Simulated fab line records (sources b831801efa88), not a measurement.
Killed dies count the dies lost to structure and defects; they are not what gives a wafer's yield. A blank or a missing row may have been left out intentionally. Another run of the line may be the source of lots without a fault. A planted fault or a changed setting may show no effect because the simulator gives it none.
One fault seen from 2 desks || flow sky130 || what lay behind the numbers comes last; until then each desk has only its own

## FOR THE TOOL OWNER'S DESK: iline stepper-02
The tool's own readings at SKY_SONOS_TUNNEL_EXPOSE_04 (exposes mask TUNM, target cd 410 nm): means of the sampled wafers that have a number, for each lot that ran on this tool. Any lot whose mean is over 4 standard deviations away from the usual mean is out of limits and marked OUT; that distance is given in the brackets.
Columns: A = exposure dose mJ cm2 at SKY_SONOS_TUNNEL_EXPOSE_04, usual 135.92; B = stage vel mm s at SKY_SONOS_TUNNEL_EXPOSE_04, usual 500.01 mm/s
{"lot": "L371", "first seen here": "day 10 17:43", "A": 135.98, "B": 499.76}
{"lot": "L374", "first seen here": "day 11 20:04", "A": 135.71, "B": 500.14}
{"lot": "L376", "first seen here": "day 12 08:47", "A": 136.02, "B": 499.91}
{"lot": "L383", "first seen here": "day 14 18:37", "A": 135.80, "B": 499.94}
{"lot": "L387", "first seen here": "day 16 04:04", "A": "104.46 (-99 or more) OUT", "B": 499.97}
{"lot": "L388", "first seen here": "day 16 08:04", "A": "104.27 (-99 or more) OUT", "B": 500.14}
{"lot": "L391", "first seen here": "day 17 10:04", "A": "115.48 (-99 or more) OUT", "B": 499.88}
{"lot": "L392", "first seen here": "day 17 17:49", "A": "115.53 (-99 or more) OUT", "B": 500.11}
This desk's verdict: out of limits on L387, L388, L391, L392, starting with L387 at day 16 04:04 (exposure dose mJ cm2 at SKY_SONOS_TUNNEL_EXPOSE_04). In limits: L371, L374, L376, L383.

## FROM THE METROLOGY DESK
Means of the sampled wafers that have a number, per lot and without regard to the tool the lot ran on: this is what the gauges read. Any lot whose mean is over 4 standard deviations away from the usual mean is out of limits and marked OUT; that distance is given in the brackets.
Columns: A = cd nm at SKY_VT_ADJUST_HVTR_CD_MEAS_07, usual 379.4 nm; B = VT_ADJUST_PCH_OVL at SKY_VT_ADJUST_PCH_OVL_MEAS_07, usual 0.2 nm; C = cd nm at SKY_SONOS_TUNNEL_CD_MEAS_07, usual 409.3 nm
{"lot": "L371", "first seen here": "day 9 07:00", "A": 378.3, "B": -2.2, "C": 407.9}
{"lot": "L373", "first seen here": "day 10 01:07", "A": 380.1, "B": 0.8, "C": 408.7}
{"lot": "L374", "first seen here": "day 10 08:44", "A": 375.6, "B": 1.5, "C": 411.5}
{"lot": "L376", "first seen here": "day 10 21:40", "A": 379.2, "B": -0.8, "C": 407.8}
{"lot": "L377", "first seen here": "day 11 09:04", "A": 377.7, "B": 1.9, "C": 412.0}
{"lot": "L378", "first seen here": "day 11 13:07", "A": 377.1, "B": -0.2, "C": 409.8}
{"lot": "L383", "first seen here": "day 13 03:09", "A": 380.5, "B": 0.3, "C": 411.5}
{"lot": "L387", "first seen here": "day 14 11:08", "A": 380.0, "B": 0.3, "C": "333.6 (-33) OUT"}
{"lot": "L388", "first seen here": "day 14 14:49", "A": 379.7, "B": -1.1, "C": "334.9 (-32) OUT"}
{"lot": "L389", "first seen here": "day 14 21:01", "A": 382.3, "B": 0.3, "C": 409.5}
{"lot": "L391", "first seen here": "day 15 14:32", "A": 379.3, "B": -0.2, "C": "364.3 (-20) OUT"}
{"lot": "L392", "first seen here": "day 15 22:07", "A": 378.9, "B": -0.7, "C": "362.7 (-20) OUT"}
This desk's verdict: out of limits on L387, L388, L391, L392, starting with L387 at day 16 18:41 (cd nm at SKY_SONOS_TUNNEL_CD_MEAS_07). In limits: L371, L373, L374, L376, L377, L378, L383, L389.

## TAKEN TOGETHER
The tool owner's desk could have raised an alarm at day 16 04:04, on L387, L388, L391, L392.
L387, L388, L391, L392 would have let the metrology desk raise an alarm at day 16 18:41.
All the named lots went through SKY_SONOS_TUNNEL_EXPOSE_04 on iline stepper-02.

## WHAT THE SIMULATOR HAD INSERTED
Drift in process parameters on iline stepper-02 at SKY_SONOS_TUNNEL_EXPOSE_04, starting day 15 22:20. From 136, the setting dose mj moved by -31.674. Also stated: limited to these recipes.
Shown lots that were struck: L387, L388, L391, L392.
Counting hours from when the fault started, the first reading out of limits came at 6 for the tool owner's desk and at 20 for the metrology desk.
